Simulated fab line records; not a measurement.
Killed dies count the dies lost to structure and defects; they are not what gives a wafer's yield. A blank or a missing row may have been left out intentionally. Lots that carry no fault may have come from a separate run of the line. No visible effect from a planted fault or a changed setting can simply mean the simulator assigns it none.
fab line records    flow sky130
[record] lots = 6  wafers = 18  last-day = 50
route steps=708 shown CAPM@539 PAD_OPEN@708
lots that met no fault: taken from a fault-free run of the same line
start-h: hours from the record's opening day to when the first of the lot's shown wafers began    wait-h: hours elapsed since this lot's preceding step    " identical to the entry in the row above    L1.1+2: one row covering several wafers at once    - no value, or no start was given    * or withheld: withheld    < > ~ a bound
route shown NAME@n: a module of which the file shows steps, and the number in the route of the first    usual: mean/standard deviation of fault-free wafers    same: alike in all rows    chamber/n: place in a boat    sites: each site's reading    _std_site: their standard deviation    _edge_site: the outer-site mean with the inner-site mean subtracted    radius-mm: for every site, how far away it sits from the centre of the wafer    mask NAME#n: copy n    behind: the last tool/chamber to shape the wafer    hold: what put the lot on hold/how long, in hours/how the hold closed    device: which transistor (n, p or np) failed to switch    end of line: tests of these same wafers at the route's end    where a step has no rows: the recipe by itself    killed: dies that structure and defects cost at the first sort, which is not the same as the wafer's yield    map: the dies of a wafer, with x for killed, . for not killed, _ for no die there
set.NAME: setting as actually run; set.NAME@STEP: the setting as run at that earlier step    model.NAME: the simulator's own value behind a step, which no gauge read
certain route steps with their lots: each step a table, each wafer a row
services: a tool's chamber out of use, with start hour (start-h, from the record's first day; less than 0 if before it), hours out, and reason
[[steps]]
[step SKY_CAPM_SPUTTER_02]
[recipe] material = TiN  target-thk-nm = 200  temp-c = 300  power-w = 6500  time-s = 166.7  chamber-pressure-pa = 0.4
[usual] throttle-valve-pct = 30.0/1.1
lot.wafer  tool            chamber  start-h  wait-h  throttle-valve-pct
L870.2     pvd-sputter-02  -        857.48   0.0     28.4
L870.4     "               -        "        "       29.4
L870.5     "               -        "        "       30.8
L881.4     pvd-sputter-04  -        943.72   0.0     30.3
L881.5     "               -        "        "       30.1
L881.6     "               -        "        "       32.2
L882.1     pvd-sputter-04  -        947.10   0.1     32.1
L882.2     "               -        "        "       30.2
L882.6     "               -        "        "       30.3
L886.3     pvd-sputter-02  -        979.92   0.0     30.8
L886.4     "               -        "        "       29.0
L886.6     "               -        "        "       30.6
L888.2     pvd-sputter-01  -        990.01   0.0     29.9
L888.3     "               -        "        "       30.7
L888.5     "               -        "        "       30.2
L889.1     pvd-sputter-02  -        997.39   0.1     28.2
L889.4     "               -        "        "       31.0
L889.5     "               -        "        "       29.1
[step SKY_CAPM_RS_MEAS_03]
[recipe] thk-meas-gauge = four-point-probe  reads = TiN_of_CAPM_SPUTTER_02
[usual] CAPM_TIN_RS = 6.89/0.094
lot.wafer  tool           chamber  start-h  wait-h  CAPM_TIN_RS[ohm/sq]
L870.2     film-metro-02  -        857.61   0.1     6.71
L870.4     "              -        "        "       6.68
L870.5     "              -        "        "       6.63
L881.4     film-metro-03  -        943.89   0.1     6.96
L881.5     "              -        "        "       6.93
L881.6     "              -        "        "       6.83
L882.1     film-metro-01  -        947.21   0.1     6.94
L882.2     "              -        "        "       6.95
L882.6     "              -        "        "       6.98
L886.3     film-metro-02  -        980.07   0.1     6.91
L886.4     "              -        "        "       6.88
L886.6     "              -        "        "       6.87
L888.2     film-metro-03  -        990.13   0.1     6.74
L888.3     "              -        "        "       6.82
L888.5     "              -        "        "       6.78
L889.1     film-metro-02  -        997.50   0.1     7.00
L889.4     "              -        "        "       6.92
L889.5     "              -        "        "       7.05
[step SKY_CAPM_THK_MEAS_04]
[recipe] thk-meas-gauge = xrf  reads = TiN_of_CAPM_SPUTTER_02
[usual] CAPM_TIN_THK = 203.3/2.9
lot.wafer  tool           chamber  start-h  wait-h  CAPM_TIN_THK[nm]
L870.2     film-metro-02  -        857.72   0.1     209.3
L870.4     "              -        "        "       210.0
L870.5     "              -        "        "       212.4
L881.4     film-metro-03  -        943.98   0.1     200.8
L881.5     "              -        "        "       201.3
L881.6     "              -        "        "       204.8
L882.1     film-metro-01  -        947.33   0.1     202.2
L882.2     "              -        "        "       201.6
L882.6     "              -        "        "       200.6
L886.3     film-metro-02  -        980.17   0.1     202.4
L886.4     "              -        "        "       202.9
L886.6     "              -        "        "       205.1
L888.2     film-metro-03  -        990.24   0.1     207.3
L888.3     "              -        "        "       206.6
L888.5     "              -        "        "       206.2
L889.1     film-metro-02  -        997.62   0.1     201.8
L889.4     "              -        "        "       202.4
L889.5     "              -        "        "       198.8
[step SKY_CAPM_DEHYDRATE_05]
[recipe] temp-c = 200  time-s = 60
[step SKY_CAPM_HMDS_06]
[recipe] prime-time-s = 60  prime-temp-c = 120
[step SKY_CAPM_COAT_07]
[recipe] resist = NOVOLAK  spin-rpm = 3000  resist-thk-nm = 1140
[step SKY_CAPM_SOFTBAKE_08]
[recipe] temp-c = 90  time-s = 60  resist = NOVOLAK
[step SKY_CAPM_EXPOSE_09]
[recipe] mask-id = CAPM  na = 0.6  source-shape = conventional  sigma-outer = 0.6  polarization = unpolarized  target-cd-nm = 1000  dose-mj = 159
[step SKY_CAPM_PEB_10]
[recipe] temp-c = withheld  time-s = *  resist = NOVOLAK
[step SKY_CAPM_DEVELOP_11]
[recipe] resist = NOVOLAK  developer = TMAH  develop-time-s = 60  dev-temp-c = 23
[step SKY_CAPM_OVL_MEAS_12]
[usual] CAPM_OVL = 1.5/1.5
lot.wafer  tool        chamber  start-h  wait-h  CAPM_OVL[nm]
L870.2     overlay-02  -        883.30   0.1     1.8
L870.4     "           -        "        "       2.4
L870.5     "           -        "        "       0.8
L881.4     overlay-01  -        967.74   0.1     -0.5
L881.5     "           -        "        "       1.1
L881.6     "           -        "        "       0.1
L882.1     overlay-02  -        971.29   0.1     0.7
L882.2     "           -        "        "       -0.3
L882.6     "           -        "        "       -1.1
L886.3     overlay-01  -        1003.20  0.1     2.9
L886.4     "           -        "        "       2.4
L886.6     "           -        "        "       1.1
L888.2     overlay-01  -        1012.28  0.1     0.7
L888.3     "           -        "        "       1.5
L888.5     "           -        "        "       2.2
L889.1     overlay-02  -        1020.27  0.1     0.3
L889.4     "           -        "        "       0.6
L889.5     "           -        "        "       -1.3
[step SKY_CAPM_METAL_ETCH_13]
[recipe] target-depth-nm = 220  stop-on = SiO2  chemistry = Cl2/BCl3  target = TiN  pressure-mtorr = 10  icp-w = 900  bias-w = 48.5  Cl2_flow_sccm = 60  bcl3-flow-sccm = 30  time-s = 62.9
[usual] drypump-motor-current-A = 5.8/0.36  mfc-cl2-sccm = 60.04/0.17  oes-product-au = 0.943/0.0091  throttle-valve-pct = 21.902/0.01
lot.wafer  tool          chamber  start-h  wait-h  drypump-motor-current-A  mfc-cl2-sccm  oes-product-au  rf-hours-counter-h  throttle-valve-pct
L870.2     rie-metal-01  0        883.33   0.0     6.3                      60.20         0.961           9                   21.901
L870.4     "             0        "        "       6.3                      60.00         0.966           -                   21.886
L870.5     "             1        "        "       5.5                      60.04         0.964           -                   21.886
L881.4     rie-metal-04  1        967.78   0.0     5.4                      60.15         0.936           -                   21.891
L881.5     "             1        "        "       5.4                      59.79         0.942           -                   21.901
L881.6     "             0        "        "       5.7                      59.82         0.951           -                   21.902
L882.1     rie-metal-03  0        971.33   0.0     5.8                      59.96         0.931           10                  21.901
L882.2     "             1        "        "       6.1                      60.29         0.937           11                  21.904
L882.6     "             1        "        "       6.2                      59.96         0.935           -                   21.896
L886.3     rie-metal-04  0        1003.25  0.0     5.7                      59.81         0.945           -                   21.900
L886.4     "             1        "        "       5.3                      59.99         0.951           -                   21.896
L886.6     "             0        "        "       5.7                      59.95         0.948           -                   21.907
L888.2     rie-metal-04  1        1012.31  0.0     5.4                      60.03         0.958           17                  21.889
L888.3     "             1        "        "       5.4                      59.84         0.955           -                   21.921
L888.5     "             1        "        "       5.4                      59.86         0.956           -                   21.889
L889.1     rie-metal-04  1        1020.31  0.0     5.3                      60.21         0.938           18                  21.902
L889.4     "             0        "        "       5.7                      60.28         0.934           -                   21.903
L889.5     "             1        "        "       5.4                      60.17         0.936           -                   21.909
[step SKY_CAPM_STRIP_14]
[recipe] chemistry = O2/N2  power-w = 1400  pressure-mtorr = 1500  platen-temp-c = withheld  o2-flow-sccm = 3000  n2-flow-sccm = 300  overash-fraction = 0.5
[usual] chamber-pressure-mTorr = 1499.8/1.5  drypump-motor-current-A = 5.54/0.24  oes-product-au = 0.711/0.0049  strip-time-to-endpoint-s = 12.67/0.04
lot.wafer  tool             chamber  start-h  wait-h  chamber-pressure-mTorr  drypump-motor-current-A  oes-product-au  rf-hours-counter-h  strip-time-to-endpoint-s  model.NOVOLAK_of_CAPM_COAT_07.thk-nm
L870.2     plasma-asher-04  0        883.40   0.1     1501.4                  5.56                     0.713           78                  12.70                     0
L870.4     "                0        "        "       1499.9                  5.56                     0.712           -                   12.71                     0
L870.5     "                1        "        "       1501.1                  5.51                     0.697           -                   12.65                     0
L881.4     plasma-asher-04  1        967.87   0.1     -                       -                        -               -                   -                         992.4
L881.5     "                1        "        "       -                       -                        -               -                   -                         994.6
L881.6     "                0        "        "       -                       -                        -               -                   -                         993.3
L882.1     plasma-asher-04  1        971.40   0.1     -                       -                        -               -                   -                         992.1
L882.2     "                0        "        "       -                       -                        -               -                   -                         993.9
L882.6     "                0        "        "       -                       -                        -               -                   -                         989.8
L886.3     plasma-asher-01  1        1003.34  0.1     1498.1                  5.35                     0.711           -                   12.68                     0
L886.4     "                0        "        "       1498.8                  5.91                     0.709           -                   12.72                     0
L886.6     "                1        "        "       1499.9                  5.34                     0.712           -                   12.65                     0
L888.2     plasma-asher-01  1        1012.39  0.1     1499.1                  5.33                     0.716           28                  12.64                     0
L888.3     "                0        "        "       1500.5                  5.90                     0.713           -                   12.64                     0
L888.5     "                0        "        "       1501.1                  5.91                     0.714           -                   12.62                     0
L889.1     plasma-asher-04  1        1020.39  0.1     1497.5                  5.50                     0.709           92                  12.63                     0
L889.4     "                1        "        "       1495.0                  5.50                     0.711           -                   12.62                     0
L889.5     "                1        "        "       1498.4                  5.49                     0.699           -                   12.62                     0
[step SKY_CAPM_STRIP_15]
[recipe] chemistry = post-etch-residue-remover  time-s = 1200  temp-c = 72.5
[step SKY_PAD_OPEN_PROBE_99]
[usual] defect-limited-yield = 82.1/2  killed_at_M0_to_M3 = 44/7.8  killed_at_M4_up = 3.1/1.7  killed-at-contacts = 25/5.1  killed-at-front-end = 15/4.4  killed-at-other = 0.5/0.68  killed-dies = 88/9.9  killed-on-rim = 17/3.9  killed-open = 48/6.9  killed-short = 39/6.5  sort_bin_3_pad_short = 0.8/0.42  sort_bin_5_function = 10.6/1.5  sort_bin_6_memory = 6.5/1.2  sort-n-pass = 404/9.9  sort-yield-pct = 82.1/2
[same] gross-dies = 492  killed-at-back-side = 0  sort_bin_4_leakage[%] = 0  sort_bin_8_speed[%] = 0
lot.wafer  tool       chamber  start-h  wait-h  defect-limited-yield[%]  killed_at_M0_to_M3  killed_at_M4_up  killed-at-contacts  killed-at-front-end  killed-at-other  killed-dies  killed-on-rim  killed-open  killed-short  sort_bin_3_pad_short[%]  sort_bin_5_function[%]  sort_bin_6_memory[%]  sort-n-pass  sort-yield-pct[%]
L870.2     prober-02  -        1082.46  0.1     84.3                     40                  4                22                  11                   0                77           20             41           36            1.0                      9.8                     4.9                   415          84.3
L870.4     prober-02  -        1082.56  0.2     83.3                     39                  3                31                  9                    0                82           17             48           34            1.0                      8.7                     6.9                   410          83.3
L870.5     prober-02  -        1082.61  0.2     82.9                     45                  4                22                  12                   1                84           18             47           37            0.4                      10.2                    6.5                   408          82.9
L881.4     prober-01  -        1149.07  0.2     0                        9                   1                6                   5                    471              492          96             13           8             22.2                     76.0                    1.8                   0            0
L881.5     prober-01  -        1149.12  0.2     0.6                      12                  0                12                  1                    464              489          96             19           6             19.9                     76.2                    3.3                   3            0.6
L881.6     prober-01  -        1149.17  0.2     0.4                      9                   0                4                   5                    472              490          96             10           8             21.1                     75.2                    3.3                   2            0.4
L882.1     prober-02  -        1151.56  0.1     0.4                      6                   1                3                   3                    477              490          95             9            4             27.8                     68.3                    3.5                   2            0.4
L882.2     prober-02  -        1151.61  0.1     0.4                      13                  0                2                   1                    474              490          96             11           5             21.7                     74.6                    3.3                   2            0.4
L882.6     prober-02  -        1151.81  0.2     0.8                      8                   0                4                   3                    473              488          95             12           3             26.2                     70.5                    2.4                   4            0.8
L886.3     prober-02  -        1177.27  0.2     86.0                     31                  3                28                  7                    0                69           11             38           31            0.6                      8.1                     5.3                   423          86.0
L886.4     prober-02  -        1177.32  0.2     82.3                     38                  2                33                  14                   0                87           16             48           39            0.6                      11.0                    6.1                   405          82.3
L886.6     prober-02  -        1177.42  0.2     83.9                     38                  2                27                  12                   0                79           16             42           37            0.8                      8.9                     6.3                   413          83.9
L888.2     prober-01  -        1181.85  0.1     81.3                     46                  4                21                  21                   0                92           21             52           40            0.6                      11.4                    6.7                   400          81.3
L888.3     prober-01  -        1181.90  0.2     84.1                     37                  2                25                  12                   2                78           16             48           28            0.8                      11.0                    4.1                   414          84.1
L888.5     prober-01  -        1182.00  0.2     81.9                     53                  3                19                  13                   1                89           23             54           34            0.4                      9.8                     7.9                   403          81.9
L889.1     prober-02  -        1189.31  0.1     81.9                     52                  1                19                  17                   0                89           21             49           40            0.6                      10.4                    7.1                   403          81.9
L889.4     prober-02  -        1189.46  0.2     81.1                     46                  2                28                  17                   0                93           14             46           47            0.4                      10.2                    8.3                   399          81.1
L889.5     prober-02  -        1189.51  0.2     81.5                     44                  3                32                  12                   0                91           19             56           35            0.6                      12.4                    5.5                   401          81.5
// killed by level:class
L870.2 VIA2:geometric-particle:open=8 VIA1:geometric-particle:open=8 LI_CONTACT:geometric-particle:open=7 CONTACT:geometric-particle:open=5 CONTACT:geometric-particle:short=5 METAL2:geometric-particle:short=5 FIELD_ISO:geometric-particle:open=4 LOCAL_INTERCONNECT:geometric-particle:short=4
L870.4 CONTACT:geometric-particle:open=13 VIA1:geometric-particle:open=12 LI_CONTACT:geometric-particle:open=6 METAL2:geometric-particle:short=5 VIA1:geometric-particle:short=5 POLY_GATE:geometric-particle:open=4 LOCAL_INTERCONNECT:geometric-particle:short=4 VIA3:geometric-particle:open=3
L870.5 CONTACT:geometric-particle:open=10 VIA1:geometric-particle:short=8 VIA3:geometric-particle:open=7 METAL1:geometric-particle:short=7 VIA1:geometric-particle:open=7 VIA2:geometric-particle:open=5 VIA3:geometric-particle:short=4 FIELD_ISO:geometric-particle:open=3
L881.4 CAPM:plasma-strip-residue=471 CONTACT:geometric-particle:open=3 VIA1:geometric-particle:open=3 FIELD_ISO:geometric-particle:open=2 LI_CONTACT:geometric-particle:open=2 FIELD_ISO:geometric-particle:short=1 GATE_OXIDE:geometric-particle:short=1 POLY_GATE:geometric-particle:open=1
L881.5 CAPM:plasma-strip-residue=464 VIA1:geometric-particle:open=6 LI_CONTACT:geometric-particle:open=5 CONTACT:geometric-particle:open=4 METAL1:geometric-particle:short=2 METAL2:geometric-particle:short=2 SPACER:geometric-particle:open=1 LI_CONTACT:geometric-particle:short=1
L881.6 CAPM:plasma-strip-residue=472 VIA1:geometric-particle:open=4 LI_CONTACT:geometric-particle:open=3 FIELD_ISO:geometric-particle:short=2 METAL3:geometric-particle:short=2 FIELD_ISO:geometric-particle:open=1 POLY_GATE:geometric-particle:open=1 SPACER:geometric-particle:short=1
L882.1 CAPM:plasma-strip-residue=477 VIA1:geometric-particle:open=3 POLY_GATE:geometric-particle:open=2 CONTACT:geometric-particle:open=2 FIELD_ISO:geometric-particle:open=1 LI_CONTACT:geometric-particle:short=1 VIA1:geometric-particle:short=1 VIA2:geometric-particle:short=1
L882.2 CAPM:plasma-strip-residue=474 VIA1:geometric-particle:open=4 VIA3:geometric-particle:open=3 CONTACT:geometric-particle:open=2 METAL2:geometric-particle:short=2 FIELD_ISO:geometric-particle:open=1 METAL1:geometric-particle:short=1 VIA2:geometric-particle:open=1
L882.6 CAPM:plasma-strip-residue=473 VIA1:geometric-particle:open=3 FIELD_ISO:geometric-particle:open=2 METAL3:geometric-particle:short=2 VIA3:geometric-particle:open=2 POLY_GATE:geometric-particle:open=1 LI_CONTACT:geometric-particle:open=1 LOCAL_INTERCONNECT:geometric-particle:open=1
L886.3 LI_CONTACT:geometric-particle:open=11 METAL2:geometric-particle:short=7 VIA1:geometric-particle:open=7 LOCAL_INTERCONNECT:geometric-particle:short=6 CONTACT:geometric-particle:open=6 LI_CONTACT:geometric-particle:short=4 METAL1:geometric-particle:short=3 VIA2:geometric-particle:open=3
L886.4 LI_CONTACT:geometric-particle:open=11 VIA1:geometric-particle:open=11 LOCAL_INTERCONNECT:geometric-particle:short=8 CONTACT:geometric-particle:open=8 METAL2:geometric-particle:short=7 VIA1:geometric-particle:short=5 VIA2:geometric-particle:open=5 FIELD_ISO:geometric-particle:open=3
L886.6 VIA2:geometric-particle:open=11 LI_CONTACT:geometric-particle:open=8 CONTACT:geometric-particle:open=7 VIA1:geometric-particle:open=7 CONTACT:geometric-particle:short=6 VIA1:geometric-particle:short=5 VIA3:geometric-particle:short=4 LI_CONTACT:geometric-particle:short=4
L888.2 VIA1:geometric-particle:open=8 LI_CONTACT:geometric-particle:open=7 VIA3:geometric-particle:open=7 VIA2:geometric-particle:open=6 FIELD_ISO:geometric-particle:short=5 POLY_GATE:geometric-particle:open=5 POLY_CUT:geometric-particle:short=4 METAL2:geometric-particle:open=4
L888.3 VIA1:geometric-particle:open=9 LI_CONTACT:geometric-particle:open=8 CONTACT:geometric-particle:open=8 VIA2:geometric-particle:open=6 CONTACT:geometric-particle:short=6 VIA1:geometric-particle:short=6 VIA3:geometric-particle:open=6 FIELD_ISO:geometric-particle:open=4
L888.5 VIA2:geometric-particle:open=12 VIA3:geometric-particle:open=10 CONTACT:geometric-particle:open=10 VIA1:geometric-particle:open=9 METAL1:geometric-particle:short=8 POLY_GATE:geometric-particle:open=6 LI_CONTACT:geometric-particle:open=4 METAL2:geometric-particle:short=4
L889.1 VIA1:geometric-particle:open=16 METAL1:geometric-particle:short=7 CONTACT:geometric-particle:open=7 VIA2:geometric-particle:open=7 FIELD_ISO:geometric-particle:open=5 POLY_GATE:geometric-particle:open=5 POLY_GATE:geometric-particle:short=5 METAL2:geometric-particle:short=5
L889.4 CONTACT:geometric-particle:open=9 VIA1:geometric-particle:open=8 VIA2:geometric-particle:open=7 METAL1:geometric-particle:short=6 LI_CONTACT:geometric-particle:open=5 LOCAL_INTERCONNECT:geometric-particle:short=5 CONTACT:geometric-particle:short=5 METAL2:geometric-particle:short=5
L889.5 VIA1:geometric-particle:open=16 LI_CONTACT:geometric-particle:open=14 METAL2:geometric-particle:short=8 CONTACT:geometric-particle:open=8 FIELD_ISO:geometric-particle:open=5 VIA1:geometric-particle:short=4 LI_CONTACT:geometric-particle:short=4 POLY_GATE:geometric-particle:short=3
// map L881.4 (x killed, . not)
__________xxxxxxxxxx_________
________xxxxxxxxxxxxxx_______
______xxxxxxxxxxxxxxxxxx_____
_____xxxxxxxxxxxxxxxxxxxx____
____xxxxxxxxxxxxxxxxxxxxxx___
___xxxxxxxxxxxxxxxxxxxxxxxx__
__xxxxxxxxxxxxxxxxxxxxxxxxxx_
_xxxxxxxxxxxxxxxxxxxxxxxxxxxx
_xxxxxxxxxxxxxxxxxxxxxxxxxxxx
_xxxxxxxxxxxxxxxxxxxxxxxxxxxx
_xxxxxxxxxxxxxxxxxxxxxxxxxxxx
_xxxxxxxxxxxxxxxxxxxxxxxxxxxx
_xxxxxxxxxxxxxxxxxxxxxxxxxxxx
_xxxxxxxxxxxxxxxxxxxxxxxxxxxx
_xxxxxxxxxxxxxxxxxxxxxxxxxxxx
__xxxxxxxxxxxxxxxxxxxxxxxxxx_
___xxxxxxxxxxxxxxxxxxxxxxxx__
____xxxxxxxxxxxxxxxxxxxxxx___
_____xxxxxxxxxxxxxxxxxxxx____
______xxxxxxxxxxxxxxxxxx_____
________xxxxxxxxxxxxxx_______
__________xxxxxxxxxx_________
// map L882.1 (x killed, . not)
__________xxx.xxxxxx_________
________xxxxxxxxxxxxxx_______
______xxxxxxxxxxxxxxxxxx_____
_____xxxxxxxxxxxxxxxxxxxx____
____xxxxxxxxxxxxxxxxxxxxxx___
___xxxxxxxxxxxxxxxxxxxxxxxx__
__xxxxxxxxxxxxxxxxxxxxxxxxxx_
_xxxxxxx.xxxxxxxxxxxxxxxxxxxx
_xxxxxxxxxxxxxxxxxxxxxxxxxxxx
_xxxxxxxxxxxxxxxxxxxxxxxxxxxx
_xxxxxxxxxxxxxxxxxxxxxxxxxxxx
_xxxxxxxxxxxxxxxxxxxxxxxxxxxx
_xxxxxxxxxxxxxxxxxxxxxxxxxxxx
_xxxxxxxxxxxxxxxxxxxxxxxxxxxx
_xxxxxxxxxxxxxxxxxxxxxxxxxxxx
__xxxxxxxxxxxxxxxxxxxxxxxxxx_
___xxxxxxxxxxxxxxxxxxxxxxxx__
____xxxxxxxxxxxxxxxxxxxxxx___
_____xxxxxxxxxxxxxxxxxxxx____
______xxxxxxxxxxxxxxxxxx_____
________xxxxxxxxxxxxxx_______
__________xxxxxxxxxx_________
[[services]]
tool             chamber  start-h  hours  kind
pvd-sputter-01   -        844.80   1.7    repair
rie-metal-03     -        851.44   1.8    repair
pvd-sputter-01   -        906.17   2.1    repair
rie-metal-01     -        918.02   0.2    repair
pvd-sputter-01   0        924.80   -      consumable-replace:kit
pvd-sputter-01   0        924.80   18.0   scheduled-down
pvd-sputter-01   0        924.80   18.0   vent-cycle
pvd-sputter-02   -        937.43   0.5    repair
rie-metal-01     -        941.23   1.4    pm
pvd-sputter-01   -        943.68   4.6    repair
plasma-asher-01  -        977.68   5.4    repair
pvd-sputter-04   1        981.07   -      consumable-replace:kit
pvd-sputter-04   1        981.07   18.0   scheduled-down
pvd-sputter-04   1        981.07   18.0   vent-cycle
plasma-asher-04  -        990.86   10.1   repair
pvd-sputter-04   -        1000.32  8.0    repair
[[key]]
[first-sign] step = SKY_CAPM_STRIP_14  reading = tool-record  direction = missing
[effect] step = SKY_PAD_OPEN_PROBE_99  reading = killed-at-other  direction = up  sigmas = 99+  usual = 0.5  struck = 471.8
[model-effect] step = SKY_CAPM_STRIP_14  value = NOVOLAK_of_CAPM_COAT_07.thk-nm  without = 0  struck = 992.7
met-at SKY_CAPM_STRIP_14
struck-wafers L881.4,L881.5,L881.6,L882.1,L882.2,L882.6
later-rows-left-out L881.4,L881.5,L881.6,L882.1,L882.2,L882.6
onset-between 883.40 967.87
[fault] kind = skipped-step-whole  tool = plasma-asher-04  chamber = -  onset-h = 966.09  steps = SKY_CAPM_STRIP_14  scope = struck-lots-only
// later-rows-left-out: the simulator's readings of these wafers behind a module that went badly wrong aren't trusted and aren't shown, but for the sort
